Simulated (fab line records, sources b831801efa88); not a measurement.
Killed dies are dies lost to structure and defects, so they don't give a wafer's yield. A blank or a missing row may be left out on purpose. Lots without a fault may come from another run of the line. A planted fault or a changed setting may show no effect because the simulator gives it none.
fab line records | flow sky130
record lots=5 wafers=15 last_day=49
route steps=708 shown FIELD_ISO@21 NWELL@32
lots that met no fault: from a run of the same line without faults
start_h: hours from the record's first day to the start of the lot's first wafer shown | wait_h: hours since the lot's step before | " the same as in the row above | L1.1+2: a row that stands for several wafers | - no value, or no start given | * or withheld: withheld | < > ~ a bound
route shown NAME@n: a module of which the file shows steps, and the number in the route of the first | usual: mean/standard deviation of fault-free wafers | same: alike in all rows | chamber/n: place in a boat | sites: the reading at each site | _std_site: their standard deviation | _edge_site: outer sites' mean less inner sites' | radius_mm: how far each site lies from the wafer's centre | mask NAME#n: copy n | behind: the tool/chamber that last shaped the wafer | hold: why the lot was held/for how many hours/how that ended | device: the transistor (n, p or np) that didn't switch | end of line: the same wafers' tests at the end of the route | a step without rows: its recipe alone | killed: dies lost to structure and defects at the first sort, not the wafer's yield | map: a wafer's dies, x killed, . not, _ none there
set.NAME: the setting as run; set.NAME@STEP: as run at that earlier step | model.NAME: the simulator's own value behind a step, which no gauge read
lots at some steps of the route; a table a step, a row a wafer
services: from which hour (start_h, from the record's first day; less than 0 if before it) a tool's chamber was out of use, for how many hours, and why
## steps
# step SKY_FIELD_ISO_CLEAN_20
# recipe chemistry=dHF time_s=20 dilution=100:1
# columns lot.wafer tool chamber start_h wait_h
L077.1+3+4 wet_bench-04 0 45.49 0.0
L078.2+3+6 wet_bench-02 0 55.68 0.0
L081.2+4+5 wet_bench-02 1 69.04 0.0
L082.1+5+6 wet_bench-01 3 75.72 0.0
L092.2+3+6 wet_bench-02 2 123.59 0.0
# step SKY_FIELD_ISO_WET_ETCH_21
# recipe chemistry=dHF dilution=100:1 target_depth_nm=20 dry=ipa_marangoni target=SiO2 temp_c=25 time_s=400
# columns lot.wafer tool chamber start_h wait_h
L077.1+3+4 wet_bench-01 1 45.50 0.0
L078.2+3+6 wet_bench-01 1 55.70 0.0
L081.2+4+5 wet_bench-04 2 69.06 0.0
L082.1+5+6 wet_bench-04 0 75.74 0.0
L092.2+3+6 wet_bench-04 2 123.61 0.0
# step SKY_FIELD_ISO_OXIDATION_22
# recipe temp_c=950 ambient=O2 stabilise_s=600 purge_s=300 target_thk_a=100 ox_time_s=623
# usual spike_tc_bottom_C=966/3.3
# columns lot.wafer tool chamber start_h wait_h spike_tc_bottom_C
L077.1 furnace-01 0 53.87 8.2 964
L077.3 " 0 " " 966
L077.4 " 0 " " 964
L078.2 furnace-01 0 63.73 7.9 966
L078.3 " 0 " " 964
L078.6 " 0 " " 965
L081.2 furnace-01 0 73.32 4.1 964
L081.4 " 0 " " 963
L081.5 " 0 " " 966
L082.1 furnace-01 0 81.84 5.8 964
L082.5 " 0 " " 966
L082.6 " 0 " " 965
L092.2 furnace-01 0 125.05 1.3 966
L092.3 " 0 " " 966
L092.6 " 0 " " 964
# step SKY_FIELD_ISO_THK_MEAS_23
# recipe reads=SiO2_of_FIELD_ISO_OXIDATION_22
# usual FIELD_ISO_OXIDATION_01_THK=10.11/0.18
# columns lot.wafer tool chamber start_h wait_h FIELD_ISO_OXIDATION_01_THK[nm]
L077.1 film_metro-01 - 55.04 0.0 9.90
L077.3 " - " " 9.77
L077.4 " - " " 9.76
L078.2 film_metro-04 - 64.92 0.0 10.33
L078.3 " - " " 10.18
L078.6 " - " " 10.47
L081.2 film_metro-01 - 74.50 0.0 9.96
L081.4 " - " " 10.23
L081.5 " - " " 10.19
L082.1 film_metro-01 - 83.01 0.0 9.89
L082.5 " - " " 9.76
L082.6 " - " " 9.87
L092.2 film_metro-01 - 126.23 0.0 10.30
L092.3 " - " " 10.27
L092.6 " - " " 10.35
# step SKY_FIELD_ISO_CVD_24
# recipe material=SiO2 target_thk_nm=595 temp_c=650 sigma_open_frac=0.3 time_s=99.2 sih4_flow_sccm=60 pressure_mtorr=6
# columns lot.wafer tool chamber start_h wait_h
L077.1+3+4 hdpcvd-01 0,2,0 55.10 0.1
L078.2+3+6 hdpcvd-01 2,1,1 64.97 0.0
L081.2+4+5 hdpcvd-02 1,0,1 74.62 0.1
L082.1+5+6 hdpcvd-02 2,2,0 83.07 0.1
L092.2+3+6 hdpcvd-01 0,1,1 126.28 0.0
# step SKY_FIELD_ISO_THK_MEAS_25
# recipe reads=SiO2_of_FIELD_ISO_CVD_24
# usual FIELD_ISO_CVD_24_THK=597/5.5
# columns lot.wafer tool chamber start_h wait_h FIELD_ISO_CVD_24_THK[nm]
L077.1 film_metro-03 - 55.17 0.0 597
L077.3 " - " " 606
L077.4 " - " " 596
L078.2 film_metro-04 - 65.05 0.0 608
L078.3 " - " " 593
L078.6 " - " " 598
L081.2 film_metro-03 - 74.71 0.0 592
L081.4 " - " " 598
L081.5 " - " " 596
L082.1 film_metro-03 - 83.14 0.0 592
L082.5 " - " " 593
L082.6 " - " " 601
L092.2 film_metro-01 - 126.36 0.0 597
L092.3 " - " " 598
L092.6 " - " " 599
# step SKY_FIELD_ISO_ANNEAL_26
# recipe temp_c=1000 time_s=1800 ambient=N2
# usual spike_tc_bottom_C=1018/3.7
# columns lot.wafer tool chamber start_h wait_h spike_tc_bottom_C
L077.1 furnace-01 0 62.23 7.1 1015
L077.3 " 0 " " 1015
L077.4 " 0 " " 1014
L078.2 furnace-01 0 71.82 6.8 1014
L078.3 " 0 " " 1013
L078.6 " 0 " " 1015
L081.2 furnace-01 0 80.34 5.6 1015
L081.4 " 0 " " 1015
L081.5 " 0 " " 1016
L082.1 furnace-01 0 88.65 5.5 1015
L082.5 " 0 " " 1016
L082.6 " 0 " " 1016
L092.2 furnace-02 0 128.30 1.9 1021
L092.3 " 0 " " 1022
L092.6 " 0 " " 1021
# step SKY_FIELD_ISO_CMP_27
# recipe stop_on=Si3N4 t_overpolish_s=16 down_force_psi=4 platen_rpm=60 target_thk_nm=457.8 pad_velocity_m_s=0.94248
# usual head_pressure_psi=4.000/0.0091 motor_current_A=11.4/1.8 overpolish_run_s=16.000/0.0087 retaining_ring_pressure_frac=1.000/0.0049 slurry_filter_dp_kPa=13.50/0.15 slurry_flow_ml_min=150.1/0.5 time_to_endpoint_s=113/4.1
# columns lot.wafer tool chamber start_h wait_h head_pressure_psi motor_current_A overpolish_run_s retaining_ring_pressure_frac slurry_filter_dp_kPa slurry_flow_ml_min time_to_endpoint_s
L077.1 cmp-01 1 64.08 0.3 4.001 12.5 15.992 0.998 13.72 150.3 114
L077.3 " 2 " " 3.994 12.4 16.007 1.008 13.52 150.4 118
L077.4 " 3 " " 3.995 10.2 16.004 1.000 13.65 149.9 118
L078.2 cmp-02 0 73.37 0.1 4.017 11.5 16.010 0.997 13.54 150.7 121
L078.3 " 1 " " 3.992 11.5 16.008 1.002 13.39 150.8 113
L078.6 " 3 " " 4.006 12.0 15.997 0.995 13.48 149.6 114
L081.2 cmp-01 2 82.17 0.3 4.005 12.8 16.001 0.995 13.61 149.4 108
L081.4 " 3 " " 3.997 10.4 16.004 1.000 13.40 149.8 111
L081.5 " 2 " " 3.999 12.5 16.003 0.991 13.52 149.2 112
L082.1 cmp-01 0 90.15 0.0 3.997 9.2 15.997 1.002 13.60 149.7 111
L082.5 " 0 " " 3.999 8.1 15.997 1.001 13.26 150.2 108
L082.6 " 1 " " 3.998 12.7 16.009 0.997 13.44 150.3 110
L092.3 cmp-01 2 129.80 0.0 3.988 12.6 16.007 0.991 13.48 150.7 118
L092.2 " 1 " " 4.009 12.8 15.994 1.001 13.26 149.7 115
L092.6 " 3 " " 4.000 10.4 16.003 1.001 13.54 149.8 116
# step SKY_FIELD_ISO_WET_ETCH_28
# recipe chemistry=dHF target_depth_nm=23.7 target=SiO2 dilution=10:1 temp_c=25 time_s=47
# columns lot.wafer tool chamber start_h wait_h
L077.1+3+4 wet_bench-04 2 64.33 0.2
L078.2+3+6 wet_bench-04 1 73.62 0.2
L081.2+4+5 wet_bench-02 0 82.42 0.2
L082.1+5+6 wet_bench-02 0 90.45 0.2
L092.2+3+6 wet_bench-01 3 130.10 0.1
# step SKY_FIELD_ISO_WET_ETCH_29
# recipe chemistry=H3PO4 target_depth_nm=160 target=Si3N4 temp_c=160 time_s=1825
# columns lot.wafer tool chamber start_h wait_h
L077.1+3+4 wet_bench-04 1 64.36 0.0
L078.2+3+6 wet_bench-02 2 73.67 0.0
L081.2+4+5 wet_bench-04 0 82.45 0.0
L082.1+5+6 wet_bench-01 0 90.50 0.0
L092.2+3+6 wet_bench-02 2 130.12 0.0
# step SKY_FIELD_ISO_WET_ETCH_30
# recipe chemistry=dHF target_depth_nm=25 target=SiO2 dilution=10:1 temp_c=25 time_s=50
# columns lot.wafer tool chamber start_h wait_h
L077.1+3+4 wet_bench-01 2 64.97 0.0
L078.2+3+6 wet_bench-01 2 74.28 0.0
L081.2+4+5 wet_bench-02 2 83.07 0.0
L082.1+5+6 wet_bench-02 0 91.53 0.0
L092.2+3+6 wet_bench-01 2 130.64 0.0
# step SKY_NWELL_CLEAN_00
# recipe chemistry=SC1/SC2 mix=1:4:20 temp_c=70 time_s=150 dry=n2_spin
# columns lot.wafer tool chamber start_h wait_h
L077.1+3+4 wet_bench-02 2 65.00 0.0
L078.2+3+6 wet_bench-02 3 74.31 0.0
L081.2+4+5 wet_bench-02 1 83.09 0.0
L082.1+5+6 wet_bench-01 1 91.57 0.0
L092.2+3+6 wet_bench-02 2 130.66 0.0
## services
# columns tool chamber start_h hours kind
hdpcvd-02 - 22.07 0.8 repair
cmp-02 - 25.42 0.6 repair
cmp-01 - 40.88 1.8 repair
hdpcvd-02 0 59.57 5.2 repair
cmp-02 - 61.61 2.8 repair
hdpcvd-02 - 61.62 1.5 repair
cmp-02 - 64.37 4.0 pm
hdpcvd-01 - 66.75 15.0 pm
hdpcvd-01 0 66.75 15.0 vent_cycle
hdpcvd-01 1 66.75 15.0 vent_cycle
hdpcvd-01 2 66.75 15.0 vent_cycle
cmp-02 - 68.37 - consumable_replace:conditioner
cmp-02 - 68.37 - consumable_replace:pad
furnace-02 - 76.69 9.2 pm
hdpcvd-01 0 81.75 - clean
hdpcvd-01 1 81.75 - clean
hdpcvd-01 2 81.75 - clean
furnace-02 - 85.93 2.7 pm
cmp-02 - 108.32 2.6 repair
cmp-02 - 111.18 13.5 pm
cmp-02 - 129.04 2.4 repair
## key
fault none
